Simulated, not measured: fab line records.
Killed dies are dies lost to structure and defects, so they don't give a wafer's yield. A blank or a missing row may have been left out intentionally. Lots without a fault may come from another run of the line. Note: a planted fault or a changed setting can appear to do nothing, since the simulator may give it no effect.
Comparing a struck lot with a sound one / flow sky130 / 19 out of 708 route steps
Sound: wafers L351.2, L351.3, L351.5. Struck: wafer L358.5 (L358.1, L358.4, from the same lot, were not struck and are left out); the cause is given at the end.
Per side, at each step with rows, come the tool, then ch with its chambers, and then its first start. Under that, the readings that differ: sound wafers / struck wafers / difference of the means / sigmas: that difference in standard deviations of wafers without a fault.
alike: same words and numbers on both sides, and readings whose means sit less than 2 such deviations apart. not compared: any withheld reading, any reading some wafer has no value for, any bound like >300 that may hide the same value, and any number with overlapping values for which the record gives no deviation.
Wherever a step has rows on one side only, a row that says differs or no value, or a row with sigmas, the two part there. Non-overlapping numbers with no deviation appear without sigmas and do not part them. A reading that every wafer of one side lacks parts them only if that side has two wafers or more.

first, 2 steps without rows for these wafers: SKY_LDD_HVN_PEB_05; SKY_LDD_HVN_DEVELOP_06 (develop time 60 s).
SKY_LDD_HVN_OVL_MEAS_07:
  sound on overlay-01 at day 23 12:13; struck on overlay-01 at day 26 01:16
  alike: LDD_HVN_OVL
then, 1 step without rows for these wafers: SKY_LDD_HVN_IMPLANT_08.
SKY_LDD_HVN_STRIP_09: strips in O2/N2.
  sound on plasma-asher-01 ch 0,1, day 23 12:24; struck on plasma-asher-01 ch 1, day 26 01:27
  alike: drypump-motor-current-A, oes-product-au, strip-time-to-endpoint-s
  not compared: rf-hours-counter-h
SKY_LDD_HVN_TW_MEAS_10:
  sound on film-metro-02 at day 23 12:31; struck on film-metro-01 at day 26 01:33
  alike: LDD_HVN_TW
then, 6 steps without rows for these wafers: SKY_LDD_HVP_DEHYDRATE_00 (time 60 s); SKY_LDD_HVP_HMDS_01 (prime time 60 s); SKY_LDD_HVP_COAT_02 (resist thk 300 nm); SKY_LDD_HVP_SOFTBAKE_03 (time 60 s); SKY_LDD_HVP_EXPOSE_04 (exposes mask HVPTM, target cd 700 nm); SKY_LDD_HVP_PEB_05.
SKY_LDD_HVP_DEVELOP_06: develop time 60 s.
  sound on litho-track-04 ch 0, day 24 18:11; struck on litho-track-04 ch 0, day 27 06:07
  alike: resist-line-temp-C
SKY_LDD_HVP_OVL_MEAS_07:
  sound on overlay-01 at day 24 18:19; struck on overlay-02 at day 27 06:16
  alike: LDD_HVP_OVL
then, 1 step without rows for these wafers: SKY_LDD_HVP_IMPLANT_08.
SKY_LDD_HVP_STRIP_09: strips in O2/N2.
  sound on plasma-asher-01 ch 0, day 24 18:30; struck on plasma-asher-04 ch 0, day 27 06:27
  alike: drypump-motor-current-A, oes-product-au, strip-time-to-endpoint-s
  not compared: rf-hours-counter-h
SKY_LDD_HVP_TW_MEAS_10:
  sound on film-metro-02 at day 24 18:37; struck on film-metro-04 at day 27 06:33
reading=LDD_HVP_TW; sound=448 452 448; struck=73; difference=-376; sigmas=-68
then, 1 step without rows for these wafers: SKY_LDD_LDN_DEHYDRATE_00 (time 60 s).
-- a jump in the record: the struck wafers' starts before and after are 22 days apart (it breaks off in module LDD_LDN and resumes in module PAD_OPEN, where the first step shown is number 708 of the route) --
SKY_PAD_OPEN_PROBE_99:
  sound on prober-01 at day 47 21:41; struck on prober-02 at day 49 14:05
reading=killed-at-front-end; sound=17 16 23; struck=428; difference=+409; sigmas=+91
reading=killed-dies; sound=91 80 92; struck=492; difference=+404; sigmas=+43
reading=killed-on-rim; sound=16 18 16; struck=96; difference=+79; sigmas=+19
  alike: killed_at_M0_to_M3, killed_at_M4_up, killed-at-contacts, killed-at-other, killed-open, killed-short

WHERE THEY PART
First at SKY_LDD_HVP_TW_MEAS_10; last, within this record, at SKY_PAD_OPEN_PROBE_99.

WHY: whatever the simulator had introduced
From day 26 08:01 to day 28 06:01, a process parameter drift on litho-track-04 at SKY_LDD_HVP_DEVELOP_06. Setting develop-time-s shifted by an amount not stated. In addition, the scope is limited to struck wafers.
